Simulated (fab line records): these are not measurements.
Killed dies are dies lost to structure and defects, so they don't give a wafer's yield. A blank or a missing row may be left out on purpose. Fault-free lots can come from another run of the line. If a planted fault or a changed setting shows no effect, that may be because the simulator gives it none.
Which tool was responsible? :: flow sfq line :: 39 wafers from 14 lots sampled at 5 of the route's 325 steps

WHAT THE GAUGES READ, wafer by wafer
SFQ_R5_RS_MEAS_933: measurement is done with a four-point probe.
lot: L569
measured: day 58 11:11
on: film metro-02
R5_MONX_RS (ohm/sq): 7.02 6.93 7.01

lot: L571
measured: day 58 17:56
on: film metro-02
R5_MONX_RS (ohm/sq): 7.14 7.09 7.09

lot: L573
measured: day 62 01:29
on: film metro-02
R5_MONX_RS (ohm/sq): 7.03 6.98 6.94

lot: L574
measured: day 62 07:29
on: film metro-02
R5_MONX_RS (ohm/sq): 7.11 7.12 7.12

lot: L576
measured: day 63 01:33
on: film metro-02
R5_MONX_RS (ohm/sq): 7.11 7.07 7.09

lot: L577
measured: day 63 04:29
on: film metro-03
R5_MONX_RS (ohm/sq): 7.11 7.07 7.08

lot: L578
measured: day 63 07:31
on: film metro-03
R5_MONX_RS (ohm/sq): 7.08 7.07 7.05

lot: L581
measured: day 63 19:32
on: film metro-02
R5_MONX_RS (ohm/sq): 7.16 7.14 7.14

lot: L585
measured: day 65 06:03
on: film metro-02
R5_MONX_RS (ohm/sq): 6.93 6.95 6.99

lot: L586
measured: day 65 16:17
on: film metro-03
R5_MONX_RS (ohm/sq): 7.02 6.96 6.97

lot: L587
measured: day 66 00:15
on: film metro-03
R5_MONX_RS (ohm/sq): 7.03 7.08

lot: L588
measured: day 66 03:16
on: film metro-03
R5_MONX_RS (ohm/sq): 6.98

lot: L589
measured: day 66 04:17
on: film metro-03
R5_MONX_RS (ohm/sq): 7.06 7.06 7.02

lot: L590
measured: day 66 07:20
on: film metro-01
R5_MONX_RS (ohm/sq): 7.06 7.08 7.12

SFQ_C5_OVL_MEAS_937.
lot: L569
measured: day 59 01:10
on: overlay-01
C5_OVL (nm): -6 2 -2

lot: L571
measured: day 59 05:37
on: overlay-01
C5_OVL (nm): -4 -3 -6

lot: L573
measured: day 68 16:12
on: overlay-01
C5_OVL (nm): 8 7 5

lot: L574
measured: day 68 19:31
on: overlay-02
C5_OVL (nm): -6 -9 -1

lot: L576
measured: day 69 09:46
on: overlay-02
C5_OVL (nm): 9 6 8

lot: L577
measured: day 69 14:33
on: overlay-02
C5_OVL (nm): -5 -14 -7

lot: L578
measured: day 69 20:33
on: overlay-02
C5_OVL (nm): -5 -2 1

lot: L581
measured: day 70 12:09
on: overlay-02
C5_OVL (nm): -1 3 -4

lot: L585
measured: day 71 20:22
on: overlay-02
C5_OVL (nm): 0 2 -1

lot: L586
measured: day 71 21:33
on: overlay-02
C5_OVL (nm): 2 2 -4

lot: L587
measured: day 72 02:21
on: overlay-02
C5_OVL (nm): -1 -3

lot: L588
measured: day 72 03:34
on: overlay-02
C5_OVL (nm): 1

lot: L589
measured: day 72 05:57
on: overlay-02
C5_OVL (nm): 3 7 5

lot: L590
measured: day 72 07:10
on: overlay-02
C5_OVL (nm): -1 0 -2

SFQ_M6_RS_MEAS_938: measurement is done with a four-point probe.
lot: L569
measured: day 59 02:11
on: film metro-03
M6_NB_RS (ohm/sq): 0.887 0.891 0.890

lot: L571
measured: day 59 07:14
on: film metro-04
M6_NB_RS (ohm/sq): 0.872 0.880 0.882

lot: L573
measured: day 68 17:13
on: film metro-04
M6_NB_RS (ohm/sq): 0.867 0.868 0.872

lot: L574
measured: day 68 20:32
on: film metro-04
M6_NB_RS (ohm/sq): 0.886 0.888 0.893

lot: L576
measured: day 69 11:00
on: film metro-04
M6_NB_RS (ohm/sq): 0.893 0.895 0.896

lot: L577
measured: day 69 15:44
on: film metro-03
M6_NB_RS (ohm/sq): 0.884 0.889 0.882

lot: L578
measured: day 69 21:35
on: film metro-03
M6_NB_RS (ohm/sq): 0.893 0.901 0.899

lot: L581
measured: day 70 13:11
on: film metro-01
M6_NB_RS (ohm/sq): 0.897 0.902 0.892

lot: L585
measured: day 71 21:26
on: film metro-04
M6_NB_RS (ohm/sq): 0.891 0.738 0.739

lot: L586
measured: day 71 22:34
on: film metro-04
M6_NB_RS (ohm/sq): 0.890 0.887 0.889

lot: L587
measured: day 72 03:23
on: film metro-01
M6_NB_RS (ohm/sq): 0.895 0.740

lot: L588
measured: day 72 04:37
on: film metro-04
M6_NB_RS (ohm/sq): 0.884

lot: L589
measured: day 72 06:58
on: film metro-04
M6_NB_RS (ohm/sq): 0.881 0.877 0.873

lot: L590
measured: day 72 08:14
on: film metro-03
M6_NB_RS (ohm/sq): 0.882 0.890 0.881

EACH LOT AND THE TOOL THAT RAN IT (in order: tool; ch and the chambers of the sampled wafers; start)
lot: L569
SFQ_TRILAYER_R5_STRIP_STRIP_140: rie metal-03 ch 0,1, day 58 14:32
SFQ_TRILAYER_M6_DEP_SPUTTER_157: pvd sputter-05, day 59 02:06

lot: L571
SFQ_TRILAYER_R5_STRIP_STRIP_140: rie metal-03 ch 0,1, day 58 21:44
SFQ_TRILAYER_M6_DEP_SPUTTER_157: pvd sputter-03, day 59 07:09

lot: L573
SFQ_TRILAYER_R5_STRIP_STRIP_140: rie metal-03 ch 0,1, day 66 10:51
SFQ_TRILAYER_M6_DEP_SPUTTER_157: pvd sputter-04, day 68 17:07

lot: L574
SFQ_TRILAYER_R5_STRIP_STRIP_140: rie metal-04 ch 0,1, day 66 18:03
SFQ_TRILAYER_M6_DEP_SPUTTER_157: pvd sputter-05, day 68 20:27

lot: L576
SFQ_TRILAYER_R5_STRIP_STRIP_140: rie metal-01 ch 0,1, day 67 15:59
SFQ_TRILAYER_M6_DEP_SPUTTER_157: pvd sputter-05, day 69 10:51

lot: L577
SFQ_TRILAYER_R5_STRIP_STRIP_140: rie metal-01 ch 0,1, day 67 20:35
SFQ_TRILAYER_M6_DEP_SPUTTER_157: pvd sputter-04, day 69 15:39

lot: L578
SFQ_TRILAYER_R5_STRIP_STRIP_140: rie metal-01 ch 0,1, day 68 00:11
SFQ_TRILAYER_M6_DEP_SPUTTER_157: pvd sputter-03, day 69 21:28

lot: L581
SFQ_TRILAYER_R5_STRIP_STRIP_140: rie metal-01 ch 0,1, day 68 12:11
SFQ_TRILAYER_M6_DEP_SPUTTER_157: pvd sputter-04, day 70 13:04

lot: L585
SFQ_TRILAYER_R5_STRIP_STRIP_140: rie metal-04 ch 0,1, day 69 23:11
SFQ_TRILAYER_M6_DEP_SPUTTER_157: pvd sputter-05, day 71 21:16

lot: L586
SFQ_TRILAYER_R5_STRIP_STRIP_140: rie metal-04 ch 0,1, day 70 03:47
SFQ_TRILAYER_M6_DEP_SPUTTER_157: pvd sputter-03, day 71 22:28

lot: L587
SFQ_TRILAYER_R5_STRIP_STRIP_140: rie metal-03 ch 1, day 70 14:29
SFQ_TRILAYER_M6_DEP_SPUTTER_157: pvd sputter-05, day 72 03:16

lot: L588
SFQ_TRILAYER_R5_STRIP_STRIP_140: rie metal-04 ch 0, day 70 17:05
SFQ_TRILAYER_M6_DEP_SPUTTER_157: pvd sputter-05, day 72 04:28

lot: L589
SFQ_TRILAYER_R5_STRIP_STRIP_140: rie metal-04 ch 0,1, day 70 19:17
SFQ_TRILAYER_M6_DEP_SPUTTER_157: pvd sputter-04, day 72 06:52

lot: L590
SFQ_TRILAYER_R5_STRIP_STRIP_140: rie metal-04 ch 0,1, day 70 21:53
SFQ_TRILAYER_M6_DEP_SPUTTER_157: pvd sputter-03, day 72 08:04
- SFQ_TRILAYER_R5_STRIP_STRIP_140: strips in O2.
- SFQ_TRILAYER_M6_DEP_SPUTTER_157: material Nb, target thk 200 nm, time 133.3 s.

WHAT THE TOOLS THEMSELVES READ (means of the sampled wafers that have a number; where no wafer has one, the mark that the record gives instead)
SFQ_TRILAYER_R5_STRIP_STRIP_140.
lot: L569
tool: rie metal-03
chamber pressure mTorr (mTorr): 50.00
drypump motor current A (A): 5.6
oes product au (a.u.): 0.993
platen temp c (C): 40.11

lot: L571
tool: rie metal-03
chamber pressure mTorr (mTorr): 50.02
drypump motor current A (A): 5.3
oes product au (a.u.): 0.995
platen temp c (C): 40.03

lot: L573
tool: rie metal-03
chamber pressure mTorr (mTorr): 50.02
drypump motor current A (A): 5.7
oes product au (a.u.): 1.002
platen temp c (C): 40.00

lot: L574
tool: rie metal-04
chamber pressure mTorr (mTorr): 50.03
drypump motor current A (A): 5.6
oes product au (a.u.): 1.006
platen temp c (C): 40.11

lot: L576
tool: rie metal-01
chamber pressure mTorr (mTorr): 49.99
drypump motor current A (A): 5.5
oes product au (a.u.): 0.996
platen temp c (C): 40.06

lot: L577
tool: rie metal-01
chamber pressure mTorr (mTorr): 49.94
drypump motor current A (A): 5.4
oes product au (a.u.): 1.001
platen temp c (C): 40.04

lot: L578
tool: rie metal-01
chamber pressure mTorr (mTorr): 49.95
drypump motor current A (A): 5.4
oes product au (a.u.): 0.990
platen temp c (C): 40.05

lot: L581
tool: rie metal-01
chamber pressure mTorr (mTorr): 50.03
drypump motor current A (A): 5.5
oes product au (a.u.): 0.995
platen temp c (C): 40.12

lot: L585
tool: rie metal-04
chamber pressure mTorr (mTorr): 50.01
drypump motor current A (A): 5.6
oes product au (a.u.): 1.012
platen temp c (C): 40.02

lot: L586
tool: rie metal-04
chamber pressure mTorr (mTorr): 50.01
drypump motor current A (A): 5.6
oes product au (a.u.): 1.006
platen temp c (C): 39.96

lot: L587
tool: rie metal-03
chamber pressure mTorr (mTorr): 50.05
drypump motor current A (A): 5.0
oes product au (a.u.): 0.996
platen temp c (C): 39.96

lot: L588
tool: rie metal-04
chamber pressure mTorr (mTorr): 49.98
drypump motor current A (A): 6.2
oes product au (a.u.): 1.002
platen temp c (C): 39.84

lot: L589
tool: rie metal-04
chamber pressure mTorr (mTorr): 50.04
drypump motor current A (A): 5.9
oes product au (a.u.): 0.997
platen temp c (C): 39.91

lot: L590
tool: rie metal-04
chamber pressure mTorr (mTorr): 50.00
drypump motor current A (A): 5.9
oes product au (a.u.): 0.999
platen temp c (C): 39.97

SFQ_TRILAYER_M6_DEP_SPUTTER_157.
lot: L569
tool: pvd sputter-05
throttle valve pct (%): 31.0

lot: L571
tool: pvd sputter-03
throttle valve pct (%): 30.2

lot: L573
tool: pvd sputter-04
throttle valve pct (%): 29.2

lot: L574
tool: pvd sputter-05
throttle valve pct (%): 29.4

lot: L576
tool: pvd sputter-05
throttle valve pct (%): 30.5

lot: L577
tool: pvd sputter-04
throttle valve pct (%): 29.1

lot: L578
tool: pvd sputter-03
throttle valve pct (%): 29.2

lot: L581
tool: pvd sputter-04
throttle valve pct (%): 29.5

lot: L585
tool: pvd sputter-05
throttle valve pct (%): 31.5

lot: L586
tool: pvd sputter-03
throttle valve pct (%): 30.8

lot: L587
tool: pvd sputter-05
throttle valve pct (%): 28.3

lot: L588
tool: pvd sputter-05
throttle valve pct (%): 31.5

lot: L589
tool: pvd sputter-04
throttle valve pct (%): 29.7

lot: L590
tool: pvd sputter-03
throttle valve pct (%): 29.1

THE ANSWER, worked out from the rows above alone
Rule: usual is defined by the lots themselves. The widest of any qualifying gaps counts: lots, ordered by their means at a reading, are off when they make up no more than a third of the lots, leave a main group of 4 or more, and stand apart from it by 3 or more times the standard deviation of that group's means. If all means in a main group match to the digits the tables above print for the reading, that group is not used. Also off: a lot with no number at a reading for which 4 or more lots have one. Where the step has rows for the other lots, those lots are counted as sound. The gauges are gone through in route order, then the tools' own readings, and for those a lot's mean is taken as printed above. At the first step where some lot is off, the reading lying furthest off is the one used; lots without a number count as furthest.
Off: at SFQ_M6_RS_MEAS_938 (M6_NB_RS), L585, L587. For the main group the mean is 0.886 ohm/sq and the standard deviation 0.0082.
If a tool, at a process step before that reading, ran all the lots that are off and no sound lot after the first of them, it fits. Those tools and the gauges at SFQ_M6_RS_MEAS_938 are tried in the same way. Of those tried, none fits.

WHAT THE SIMULATOR HAD PUT IN
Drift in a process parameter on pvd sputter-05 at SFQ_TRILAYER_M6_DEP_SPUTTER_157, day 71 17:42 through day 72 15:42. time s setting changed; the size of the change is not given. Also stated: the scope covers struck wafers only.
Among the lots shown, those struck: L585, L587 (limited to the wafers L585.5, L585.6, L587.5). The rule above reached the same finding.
